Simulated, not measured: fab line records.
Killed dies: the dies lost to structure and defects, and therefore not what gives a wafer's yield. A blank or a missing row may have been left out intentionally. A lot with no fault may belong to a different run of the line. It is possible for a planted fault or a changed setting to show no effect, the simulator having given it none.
fab line records	flow gf180mcu
[record] lots = 5	wafers = 27
route steps=602 shown V3@431 M4@469 MIM@508 TOP_METAL@569 PASSIVATION@599
start_h: start of the lot's first displayed wafer, in hours after the record's first day	wait_h: hours from the lot's prior step to this one	" identical to the entry in the row above	L1.1+2: several wafers, shown together as one row	- value missing, or start not given	* or withheld: withheld	< > ~ a bound
route shown NAME@n: NAME is a module with steps in the file, n the number in the route of the first one	usual: mean and standard deviation over wafers with no fault	same: alike in all rows	chamber/n: place in a boat	sites: the reading at each site	_std_site: standard deviation across them	_edge_site: inner sites' mean taken away from outer sites' mean	radius_mm: for every site, how far away it sits from the centre of the wafer	mask NAME#n: copy n	behind: tool/chamber where the wafer was last shaped	hold: what put the lot on hold/how long, in hours/how the hold closed	device: the transistor (n, p or np) that didn't switch	end of line: tests run on the same wafers once the route is complete	for a step that has no rows: nothing shown but its recipe	killed: dies lost to structure and defects at the first sort, not the wafer's yield	map: a wafer's dies, x killed, . not, _ none there
set.NAME: setting as actually run; set.NAME@STEP: the setting as run at that earlier step	model.NAME: the simulator's own value behind a step, which no gauge read
one table per step and one row per wafer, for lots whose settings were changed on purpose
[[steps]]
[step GF_V3_CVD_02]
[recipe] material = SiO2	target_thk_nm = 850	precursor = TEOS	temp_c = 400	time_s = 94.851	rf_w = 600
lot.wafer	tool	chamber	start_h	wait_h	set.time_s	model.SiO2_of_V3_CVD_02.thk_nm
L074.1	pecvd-04	1	495.24	0.1	94.851	850.3
L074.3	"	2	"	"	94.851	831.9
L074.6	"	0	"	"	94.851	837.6
L075.1	pecvd-02	2	514.08	0.1	94.851	843.6
L075.2	"	0	"	"	138.4	1237
L075.3	"	1	"	"	94.851	837.5
L075.4	"	2	"	"	94.851	862.7
L075.5	"	0	"	"	138.4	1251
L075.6	"	1	"	"	138.4	1248
L079.1	pecvd-02	0	544.76	0.1	94.851	821.5
L079.2	"	1	"	"	149.4	1315
L079.3	"	2	"	"	94.851	842.3
L079.4	"	0	"	"	94.851	846
L079.5	"	2	"	"	149.4	1350
L079.6	"	1	"	"	149.4	1333
L081.1	pecvd-02	0	563.30	0.1	113.1	1000
L081.2	"	1	"	"	94.851	833.6
L081.3	"	2	"	"	94.851	843.1
L081.4	"	2	"	"	113.1	1023
L081.5	"	0	"	"	94.851	852.8
L081.6	"	1	"	"	113.1	1017
L085.1	pecvd-02	0	588.27	0.1	129.7	1141
L085.2	"	2	"	"	129.7	1151
L085.3	"	1	"	"	94.851	834.9
L085.4	"	2	"	"	94.851	854.3
L085.5	"	0	"	"	94.851	856
L085.6	"	1	"	"	129.7	1175
[step GF_V3_THK_MEAS_03]
[recipe] reads = SiO2_of_V3_CVD_02
[usual] V3_CVD_02_THK = 850/12
lot.wafer	tool	chamber	start_h	wait_h	set.time_s@V3_CVD_02	V3_CVD_02_THK[nm]
L074.1	film_metro-01	-	495.31	0.0	94.851	850
L074.3	"	-	"	"	94.851	832
L074.6	"	-	"	"	94.851	838
L075.1	film_metro-02	-	514.15	0.0	94.851	843
L075.2	"	-	"	"	138.4	1237
L075.3	"	-	"	"	94.851	837
L075.4	"	-	"	"	94.851	862
L075.5	"	-	"	"	138.4	1251
L075.6	"	-	"	"	138.4	1249
L079.1	film_metro-01	-	544.83	0.0	94.851	822
L079.2	"	-	"	"	149.4	1316
L079.3	"	-	"	"	94.851	843
L079.4	"	-	"	"	94.851	847
L079.5	"	-	"	"	149.4	1350
L079.6	"	-	"	"	149.4	1333
L081.1	film_metro-01	-	563.37	0.0	113.1	1001
L081.2	"	-	"	"	94.851	834
L081.3	"	-	"	"	94.851	843
L081.4	"	-	"	"	113.1	1023
L081.5	"	-	"	"	94.851	853
L081.6	"	-	"	"	113.1	1017
L085.1	film_metro-02	-	588.34	0.0	129.7	1141
L085.2	"	-	"	"	129.7	1151
L085.3	"	-	"	"	94.851	834
L085.4	"	-	"	"	94.851	854
L085.5	"	-	"	"	94.851	856
L085.6	"	-	"	"	129.7	1174
[step GF_V3_CMP_04]
[recipe] material = SiO2	down_force_psi = 4	platen_rpm = 60	pad_velocity_m_s = 0.94248
[usual] time_to_endpoint_s = 81/6.9
lot.wafer	tool	chamber	start_h	wait_h	set.time_s@V3_CVD_02	time_to_endpoint_s
L074.1	cmp-02	0	495.37	0.1	94.851	90
L074.3	"	3	"	"	94.851	85
L074.6	"	0	"	"	94.851	83
L075.2	cmp-01	0	514.21	0.0	138.4	213
L075.3	"	1	"	"	94.851	71
L075.1	"	2	"	"	94.851	73
L075.4	"	3	"	"	94.851	86
L075.6	"	0	"	"	138.4	216
L075.5	"	1	"	"	138.4	222
L079.1	cmp-01	0	544.89	0.1	94.851	64
L079.2	"	1	"	"	149.4	251
L079.3	"	2	"	"	94.851	72
L079.4	"	3	"	"	94.851	79
L079.6	"	0	"	"	149.4	254
L079.5	"	1	"	"	149.4	256
L081.3	cmp-01	2	563.43	0.0	94.851	72
L081.2	"	3	"	"	94.851	77
L081.1	"	0	"	"	113.1	133
L081.4	"	1	"	"	113.1	140
L081.6	"	2	"	"	113.1	136
L081.5	"	3	"	"	94.851	84
L085.3	cmp-01	1	588.40	0.0	94.851	76
L085.2	"	2	"	"	129.7	188
L085.1	"	3	"	"	129.7	193
L085.4	"	0	"	"	94.851	78
L085.5	"	1	"	"	94.851	80
L085.6	"	2	"	"	129.7	198
[step GF_M4_DEVELOP_13]
[recipe] develop_time_s = 60	dev_temp_c = 21
lot.wafer	tool	chamber	start_h	wait_h	set.develop_time_s
L074.1+3+6	litho_track-01	0	543.12	0.2	60
L075.1+2+4	litho_track-01	0	560.07	0.2	33.13
L075.3+5+6	"	0	"	"	60
L079.1+2+3+4+5+6	litho_track-04	0	589.01	0.2	60
L081.1+4+5	litho_track-01	0	607.77	0.2	60
L081.2+3+6	"	0	"	"	85.31
L085.1+5+6	litho_track-04	0	631.81	0.2	60
L085.2+3+4	"	0	"	"	25.99
[step GF_M4_CD_MEAS_14]
[recipe] target_cd_nm = 280
[usual] cd_nm = 280.3/1.5
lot.wafer	tool	chamber	start_h	wait_h	set.develop_time_s@M4_DEVELOP_13	cd_nm
L074.1	cd_sem-01	-	543.27	0.1	60	280.4
L074.3	"	-	"	"	60	280.6
L074.6	"	-	"	"	60	280.3
L075.1	cd_sem-01	-	560.22	0.1	33.13	278.8
L075.2	"	-	"	"	33.13	279.8
L075.3	"	-	"	"	60	276.8
L075.4	"	-	"	"	33.13	278.6
L075.5	"	-	"	"	60	277.6
L075.6	"	-	"	"	60	276.5
L079.1	cd_sem-01	-	589.16	0.1	60	282.3
L079.2	"	-	"	"	60	281.5
L079.3	"	-	"	"	60	281.2
L079.4	"	-	"	"	60	281.5
L079.5	"	-	"	"	60	282.1
L079.6	"	-	"	"	60	281.0
L081.1	cd_sem-02	-	607.92	0.1	60	280.2
L081.2	"	-	"	"	85.31	278.8
L081.3	"	-	"	"	85.31	278.6
L081.4	"	-	"	"	60	281.3
L081.5	"	-	"	"	60	280.6
L081.6	"	-	"	"	85.31	278.5
L085.1	cd_sem-02	-	631.99	0.2	60	280.1
L085.2	"	-	"	"	25.99	284.0
L085.3	"	-	"	"	25.99	284.2
L085.4	"	-	"	"	25.99	283.7
L085.5	"	-	"	"	60	281.0
L085.6	"	-	"	"	60	281.6
[step GF_MIM_CVD_05]
[recipe] material = Si3N4	target_thk_nm = 42	temp_max_c = 400	temp_c = 385	time_s = 29.086	rf_w = 450
lot.wafer	tool	chamber	start_h	wait_h	set.time_s	model.Si3N4_of_MIM_CVD_05.thk_nm
L074.1	pecvd-01	2	568.05	0.0	29.086	41.87
L074.3	"	2	"	"	29.086	42.68
L074.6	"	2	"	"	29.086	42.21
L075.1	pecvd-01	2	585.75	0.0	40.55	57.88
L075.2	"	1	"	"	29.086	41.07
L075.3	"	0	"	"	40.55	57.83
L075.4	"	0	"	"	29.086	41.7
L075.5	"	2	"	"	40.55	58.43
L075.6	"	1	"	"	29.086	41.5
L079.1	pecvd-01	1	613.14	0.0	29.086	40.92
L079.2	"	0	"	"	13.52	18.9
L079.3	"	2	"	"	29.086	41.1
L079.4	"	1	"	"	13.52	18.79
L079.5	"	2	"	"	13.52	19.34
L079.6	"	0	"	"	29.086	41.7
L081.1	pecvd-02	2	631.14	0.0	29.086	41.58
L081.2	"	0	"	"	29.086	41.82
L081.3	"	1	"	"	29.086	41.94
L081.4	"	1	"	"	23.98	34.47
L081.5	"	2	"	"	23.98	34.82
L081.6	"	0	"	"	23.98	34.84
L085.1	pecvd-02	1	655.30	0.0	12.21	17.07
L085.2	"	2	"	"	29.086	40.84
L085.3	"	0	"	"	12.21	16.75
L085.4	"	0	"	"	29.086	41.81
L085.5	"	2	"	"	29.086	41.33
L085.6	"	1	"	"	12.21	17.26
[step GF_MIM_THK_MEAS_06]
[recipe] reads = Si3N4_of_MIM_CVD_05
[usual] MIM_CVD_05_THK = 41.9/0.59
lot.wafer	tool	chamber	start_h	wait_h	set.time_s@MIM_CVD_05	MIM_CVD_05_THK[nm]
L074.1	film_metro-01	-	568.09	0.0	29.086	41.8
L074.3	"	-	"	"	29.086	42.7
L074.6	"	-	"	"	29.086	42.2
L075.1	film_metro-01	-	585.78	0.0	40.55	57.9
L075.2	"	-	"	"	29.086	41.1
L075.3	"	-	"	"	40.55	57.8
L075.4	"	-	"	"	29.086	41.7
L075.5	"	-	"	"	40.55	58.4
L075.6	"	-	"	"	29.086	41.5
L079.1	film_metro-02	-	613.18	0.0	29.086	40.9
L079.2	"	-	"	"	13.52	18.9
L079.3	"	-	"	"	29.086	41.2
L079.4	"	-	"	"	13.52	18.8
L079.5	"	-	"	"	13.52	19.3
L079.6	"	-	"	"	29.086	41.7
L081.1	film_metro-02	-	631.17	0.0	29.086	41.6
L081.2	"	-	"	"	29.086	41.9
L081.3	"	-	"	"	29.086	41.9
L081.4	"	-	"	"	23.98	34.5
L081.5	"	-	"	"	23.98	34.8
L081.6	"	-	"	"	23.98	34.8
L085.1	film_metro-04	-	655.34	0.0	12.21	17.0
L085.2	"	-	"	"	29.086	40.9
L085.3	"	-	"	"	12.21	16.8
L085.4	"	-	"	"	29.086	41.8
L085.5	"	-	"	"	29.086	41.3
L085.6	"	-	"	"	12.21	17.3
[step GF_TOP_METAL_SPUTTER_02]
[recipe] material = AlCu	target_thk_nm = 900	power_w = 10600	chamber_pressure_pa = 0.3	substrate_temp_c = 250	gas = Ar	time_s = 47.82
lot.wafer	tool	chamber	start_h	wait_h	set.time_s	model.AlCu_of_TOP_METAL_SPUTTER_02.thk_nm
L074.1	pvd_sputter-03	-	633.88	0.0	47.82	900.6
L074.3	"	-	"	"	47.82	902.3
L074.6	"	-	"	"	47.82	901.9
L075.1	pvd_sputter-04	-	650.36	0.0	47.82	903.4
L075.2	"	-	"	"	68.54	1300
L075.3	"	-	"	"	68.54	1324
L075.4	"	-	"	"	47.82	904.5
L075.5	"	-	"	"	47.82	908.3
L075.6	"	-	"	"	68.54	1298
L079.1	pvd_sputter-03	-	675.34	0.0	58.08	1095
L079.2	"	-	"	"	58.08	1105
L079.3	"	-	"	"	58.08	1099
L079.4	"	-	"	"	47.82	909.5
L079.5	"	-	"	"	47.82	913.3
L079.6	"	-	"	"	47.82	909.6
L081.1	pvd_sputter-02	-	693.18	0.0	24.84	475.2
L081.2	"	-	"	"	24.84	474.9
L081.3	"	-	"	"	47.82	900
L081.4	"	-	"	"	24.84	471.1
L081.5	"	-	"	"	47.82	898.1
L081.6	"	-	"	"	47.82	904.1
L085.1	pvd_sputter-03	-	714.85	0.0	47.82	903.7
L085.2	"	-	"	"	66.82	1272
L085.3	"	-	"	"	66.82	1269
L085.4	"	-	"	"	47.82	912.2
L085.5	"	-	"	"	47.82	904.9
L085.6	"	-	"	"	66.82	1261
[step GF_TOP_METAL_SPUTTER_03]
[recipe] material = Ti	target_thk_nm = 5	substrate_temp_c = 300	chamber_pressure_pa = 0.3	power_w = 3000	time_s = 3.3
[step GF_TOP_METAL_SPUTTER_04]
[recipe] material = TiN	target_thk_nm = 25	power_w = 6500	time_s = 20.8	chamber_pressure_pa = 0.4
[step GF_TOP_METAL_RS_MEAS_05]
[recipe] thk_meas_gauge = four-point-probe	reads = TiN_of_TOP_METAL_SPUTTER_04+Ti_of_TOP_METAL_SPUTTER_03+AlCu_of_TOP_METAL_SPUTTER_02+TiN_of_TOP_METAL_SPUTTER_01+Ti_of_TOP_METAL_SPUTTER_00
[usual] TOP_METAL_ALCU_RS = 0.0326/0.0003
lot.wafer	tool	chamber	start_h	wait_h	set.time_s@TOP_METAL_SPUTTER_02	TOP_METAL_ALCU_RS[ohm/sq]
L074.1	film_metro-03	-	633.97	0.0	47.82	0.0327
L074.3	"	-	"	"	47.82	0.0325
L074.6	"	-	"	"	47.82	0.0326
L075.1	film_metro-03	-	650.45	0.0	47.82	0.0325
L075.2	"	-	"	"	68.54	0.0226
L075.3	"	-	"	"	68.54	0.0221
L075.4	"	-	"	"	47.82	0.0325
L075.5	"	-	"	"	47.82	0.0324
L075.6	"	-	"	"	68.54	0.0226
L079.1	film_metro-04	-	675.43	0.0	58.08	0.0269
L079.2	"	-	"	"	58.08	0.0266
L079.3	"	-	"	"	58.08	0.0268
L079.4	"	-	"	"	47.82	0.0324
L079.5	"	-	"	"	47.82	0.0322
L079.6	"	-	"	"	47.82	0.0324
L081.1	film_metro-02	-	693.27	0.0	24.84	0.0626
L081.2	"	-	"	"	24.84	0.0627
L081.3	"	-	"	"	47.82	0.0329
L081.4	"	-	"	"	24.84	0.0632
L081.5	"	-	"	"	47.82	0.0329
L081.6	"	-	"	"	47.82	0.0327
L085.1	film_metro-02	-	714.94	0.0	47.82	0.0327
L085.2	"	-	"	"	66.82	0.0232
L085.3	"	-	"	"	66.82	0.0232
L085.4	"	-	"	"	47.82	0.0324
L085.5	"	-	"	"	47.82	0.0326
L085.6	"	-	"	"	66.82	0.0234
[step GF_TOP_METAL_THK_MEAS_06]
[recipe] thk_meas_gauge = xrf	reads = AlCu_of_TOP_METAL_SPUTTER_02
[usual] TOP_METAL_ALCU_THK = 917/9.9
lot.wafer	tool	chamber	start_h	wait_h	set.time_s@TOP_METAL_SPUTTER_02	TOP_METAL_ALCU_THK[nm]
L074.1	film_metro-03	-	634.09	0.1	47.82	914
L074.3	"	-	"	"	47.82	918
L074.6	"	-	"	"	47.82	918
L075.1	film_metro-03	-	650.57	0.1	47.82	919
L075.2	"	-	"	"	68.54	1322
L075.3	"	-	"	"	68.54	1354
L075.4	"	-	"	"	47.82	919
L075.5	"	-	"	"	47.82	926
L075.6	"	-	"	"	68.54	1318
L079.1	film_metro-04	-	675.55	0.1	58.08	1108
L079.2	"	-	"	"	58.08	1118
L079.3	"	-	"	"	58.08	1109
L079.4	"	-	"	"	47.82	922
L079.5	"	-	"	"	47.82	917
L079.6	"	-	"	"	47.82	922
L081.1	film_metro-02	-	693.39	0.1	24.84	477
L081.2	"	-	"	"	24.84	479
L081.3	"	-	"	"	47.82	908
L081.4	"	-	"	"	24.84	476
L081.5	"	-	"	"	47.82	908
L081.6	"	-	"	"	47.82	914
L085.1	film_metro-02	-	715.06	0.1	47.82	914
L085.2	"	-	"	"	66.82	1290
L085.3	"	-	"	"	66.82	1281
L085.4	"	-	"	"	47.82	924
L085.5	"	-	"	"	47.82	913
L085.6	"	-	"	"	66.82	1280
[step GF_TOP_METAL_DEHYDRATE_07]
[recipe] temp_c = 200	time_s = 60
[step GF_TOP_METAL_HMDS_08]
[recipe] prime_time_s = 60	prime_temp_c = 120
[step GF_TOP_METAL_METAL_ETCH_16]
[recipe] chemistry = Cl2/BCl3	mask_material = NOVOLAK	target_depth_nm = 1077.5	stop_on = SiO2	pressure_mtorr = 8	icp_w = 800	bias_w = 140	Cl2_flow_sccm = 80	bcl3_flow_sccm = 40	time_s = 179.6
[usual] oes_product_au = 0.968/0.006
lot.wafer	tool	chamber	start_h	wait_h	set.time_s@TOP_METAL_SPUTTER_02	oes_product_au
L074.1	rie_metal-02	0	653.88	0.0	47.82	0.969
L074.3	"	1	"	"	47.82	0.970
L074.6	"	0	"	"	47.82	0.964
L075.1	rie_metal-04	1	669.73	0.0	47.82	0.967
L075.2	"	0	"	"	68.54	0.986
L075.3	"	1	"	"	68.54	1.003
L075.4	"	0	"	"	47.82	0.973
L075.5	"	1	"	"	47.82	0.971
L075.6	"	0	"	"	68.54	0.993
L079.1	rie_metal-02	0	695.11	0.0	58.08	1.000
L079.2	"	1	"	"	58.08	1.002
L079.3	"	0	"	"	58.08	1.011
L079.4	"	1	"	"	47.82	0.975
L079.5	"	0	"	"	47.82	0.971
L079.6	"	1	"	"	47.82	0.969
L081.1	rie_metal-02	0	711.33	0.0	24.84	0.724
L081.2	"	1	"	"	24.84	0.722
L081.3	"	1	"	"	47.82	0.962
L081.4	"	0	"	"	24.84	0.719
L081.5	"	0	"	"	47.82	0.961
L081.6	"	1	"	"	47.82	0.960
L085.1	rie_metal-04	0	732.83	0.0	47.82	0.964
L085.2	"	1	"	"	66.82	1.007
L085.3	"	1	"	"	66.82	1.010
L085.4	"	0	"	"	47.82	0.969
L085.5	"	0	"	"	47.82	0.969
L085.6	"	1	"	"	66.82	1.012
[step GF_TOP_METAL_STRIP_17]
[recipe] chemistry = O2/N2	power_w = 1400	pressure_mtorr = 1500	platen_temp_c = 250	o2_flow_sccm = 3000	n2_flow_sccm = 300	overash_fraction = 0.5
[step GF_TOP_METAL_STRIP_18]
[recipe] chemistry = post_etch_residue_remover	time_s = 1200	temp_c = 72.5
[step GF_PASSIVATION_STRIP_12]
[recipe] chemistry = O2/N2	power_w = 1400	pressure_mtorr = 1500	platen_temp_c = 250	o2_flow_sccm = 3000	n2_flow_sccm = 300	overash_fraction = 0.5
[step GF_PASSIVATION_ANNEAL_13]
[recipe] temp_c = 400	time_s = 1800	ambient = N2/H2	idle_temp_c = 300	ramp_up_c_per_min = 10	ramp_down_c_per_min = 3
[step GF_PASSIVATION_BOW_MEAS_14]
[recipe] mode = bow
[usual] PASSIVATION_BOW = 134/8.4
lot.wafer	tool	chamber	start_h	wait_h	set.time_s@TOP_METAL_SPUTTER_02	PASSIVATION_BOW[um]
L074.1	film_metro-04	-	678.62	0.0	47.82	139
L074.3	"	-	"	"	47.82	139
L074.6	"	-	"	"	47.82	130
L075.1	film_metro-03	-	692.49	0.0	47.82	148
L075.2	"	-	"	"	68.54	120
L075.3	"	-	"	"	68.54	123
L075.4	"	-	"	"	47.82	145
L075.5	"	-	"	"	47.82	145
L075.6	"	-	"	"	68.54	123
L079.1	film_metro-04	-	716.24	0.0	58.08	113
L079.2	"	-	"	"	58.08	107
L079.3	"	-	"	"	58.08	113
L079.4	"	-	"	"	47.82	122
L079.5	"	-	"	"	47.82	121
L079.6	"	-	"	"	47.82	117
L081.1	film_metro-01	-	731.55	0.0	24.84	162
L081.2	"	-	"	"	24.84	172
L081.3	"	-	"	"	47.82	141
L081.4	"	-	"	"	24.84	173
L081.5	"	-	"	"	47.82	155
L081.6	"	-	"	"	47.82	137
L085.1	film_metro-03	-	753.01	0.0	47.82	138
L085.2	"	-	"	"	66.82	128
L085.3	"	-	"	"	66.82	108
L085.4	"	-	"	"	47.82	148
L085.5	"	-	"	"	47.82	148
L085.6	"	-	"	"	66.82	126
[[key]]
[split] step = GF_V3_CVD_02	setting = time_s	stated = 94.851	by = wafer
[response] step = GF_V3_CVD_02	reading = model.SiO2_of_V3_CVD_02.thk_nm	change = +8.6	per = 1%	r = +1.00
[response] step = GF_V3_THK_MEAS_03	reading = V3_CVD_02_THK	change = +8.6	per = 1%	r = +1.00
[response] step = GF_V3_CMP_04	reading = time_to_endpoint_s	change = *	per = 1%	r = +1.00
[split] step = GF_M4_DEVELOP_13	setting = develop_time_s	stated = 60	by = wafer
[response] step = GF_M4_CD_MEAS_14	reading = cd_nm	change = -0.0508	per = 1%	r = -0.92
[split] step = GF_MIM_CVD_05	setting = time_s	stated = 29.086	by = wafer
[response] step = GF_MIM_CVD_05	reading = model.Si3N4_of_MIM_CVD_05.thk_nm	change = +0.418	per = 1%	r = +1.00
[response] step = GF_MIM_THK_MEAS_06	reading = MIM_CVD_05_THK	change = +0.418	per = 1%	r = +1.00
[split] step = GF_TOP_METAL_SPUTTER_02	setting = time_s	stated = 47.82	by = wafer
[response] step = GF_TOP_METAL_SPUTTER_02	reading = model.AlCu_of_TOP_METAL_SPUTTER_02.thk_nm	change = +9.04	per = 1%	r = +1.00
[response] step = GF_TOP_METAL_RS_MEAS_05	reading = TOP_METAL_ALCU_RS	change = -0.00038	per = 1%	r = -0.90
[response] step = GF_TOP_METAL_THK_MEAS_06	reading = TOP_METAL_ALCU_THK	change = +9.19	per = 1%	r = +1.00
[response] step = GF_TOP_METAL_METAL_ETCH_16	reading = oes_product_au	shape = bent	at_lowest = 0.722	at_stated = 0.968	at_highest = 0.994
[response] step = GF_PASSIVATION_BOW_MEAS_14	reading = PASSIVATION_BOW	change = -0.538	per = 1%	r = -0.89
